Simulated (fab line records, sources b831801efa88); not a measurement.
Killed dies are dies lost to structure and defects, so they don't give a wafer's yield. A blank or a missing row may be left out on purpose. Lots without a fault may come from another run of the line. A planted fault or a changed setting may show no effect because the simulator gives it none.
Split-lot experiment | flow gf180mcu | 5 lots, 23 wafers read, on a route of 602 steps

THE SPLIT
At GF_M3_PEB_12 (peb time 90 s), the setting peb_time_s was moved away from the recipe's 90 s on 9 of the 23 wafers read, by -9.8% to +12.6%. The other wafers ran this setting at the recipe's value.

FROM THE SPLIT TO THE READING: what the file shows between them, 1 step
- GF_M3_DEVELOP_13: develop time 60 s

THE READING
cd_nm, in nm, at GF_M3_CD_MEAS_14 (target cd 280 nm). Fault-free wafers of this fab line usually give 280.1 nm, standard deviation 1.2 nm.

wafer  | tool, chamber at the split | peb_time_s as run, s | against the recipe | cd_nm, nm | against lot-mates on the recipe
L074.1 | litho_track-02, 0          | 101.3                | +12.6%             | 276.3     | -3.6
L074.3 | litho_track-02, 0          | 101.3                | +12.6%             | 277.2     | -2.7
L074.4 | litho_track-02, 0          | 90                   | recipe             | 280.3     | -
L074.5 | litho_track-02, 0          | 90                   | recipe             | 279.3     | -
L074.6 | litho_track-02, 0          | 90                   | recipe             | 280.0     | -
L076.1 | litho_track-04, 0          | 90                   | recipe             | 279.6     | -
L076.2 | litho_track-04, 0          | 97.23                | +8.0%              | 278.9     | -1.3
L076.4 | litho_track-04, 0          | 97.23                | +8.0%              | 278.0     | -2.2
L076.5 | litho_track-04, 0          | 90                   | recipe             | 280.8     | -
L076.6 | litho_track-04, 0          | 97.23                | +8.0%              | 278.6     | -1.6
L077.1 | litho_track-02, 0          | 90                   | recipe             | 281.3     | -
L077.2 | litho_track-02, 0          | 90                   | recipe             | 280.1     | -
L077.3 | litho_track-02, 0          | 90                   | recipe             | 280.5     | -
L077.4 | litho_track-02, 0          | 82.94                | -7.8%              | 282.3     | +1.7
L077.5 | litho_track-02, 0          | 82.94                | -7.8%              | 282.7     | +2.1
L079.1 | litho_track-02, 0          | 90                   | recipe             | 282.3     | -
L079.2 | litho_track-02, 0          | 90                   | recipe             | 282.5     | -
L079.5 | litho_track-02, 0          | 90                   | recipe             | 282.3     | -
L082.1 | litho_track-04, 0          | 90                   | recipe             | 281.0     | -
L082.2 | litho_track-04, 0          | 81.14                | -9.8%              | 283.2     | +2.6
L082.4 | litho_track-04, 0          | 90                   | recipe             | 280.2     | -
L082.5 | litho_track-04, 0          | 81.14                | -9.8%              | 283.3     | +2.7
L082.6 | litho_track-04, 0          | 90                   | recipe             | 280.7     | -

THE FIT
A straight line over all 23 wafers: cd_nm changes by -0.279 nm for each +1% of peb_time_s; r = -0.90; the points scatter about the line by 0.84 nm.
The same after taking each lot's own level away (the mean of its wafers on the recipe; 23 wafers): -0.243 nm for each +1%; r = -0.97; scatter 0.41 nm.
On that fit, the largest move of peb_time_s shifts the reading by 3.1 nm.
The lots' own levels span 279.87 to 282.37 nm, that is 2.1 times the standard deviation above.
So the lot-to-lot level changes the slope: the two fits differ.
Check: with one of the wafers moved furthest among these (+12.6%) left out of the fit, the line predicts -2.85 nm for it against its lot-mates. It came out at -3.57 nm against them.

OTHER SPLITS ON THESE WAFERS
These wafers also went through other splits before the reading. Each is held against what the fit with the lots' levels taken away leaves over:
other split on the same wafers       | wafers away from the commonest value | r with cd_nm (lot level and that fit taken away)
GF_V2_SPUTTER_21 chamber_pressure_pa | 18                                   | -0.10
GF_M3_SPUTTER_01 power_w             | 8                                    | +0.04

THE FILE'S OWN FIT
cd_nm changes by -0.245 nm for each +1% of peb_time_s, r = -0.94.
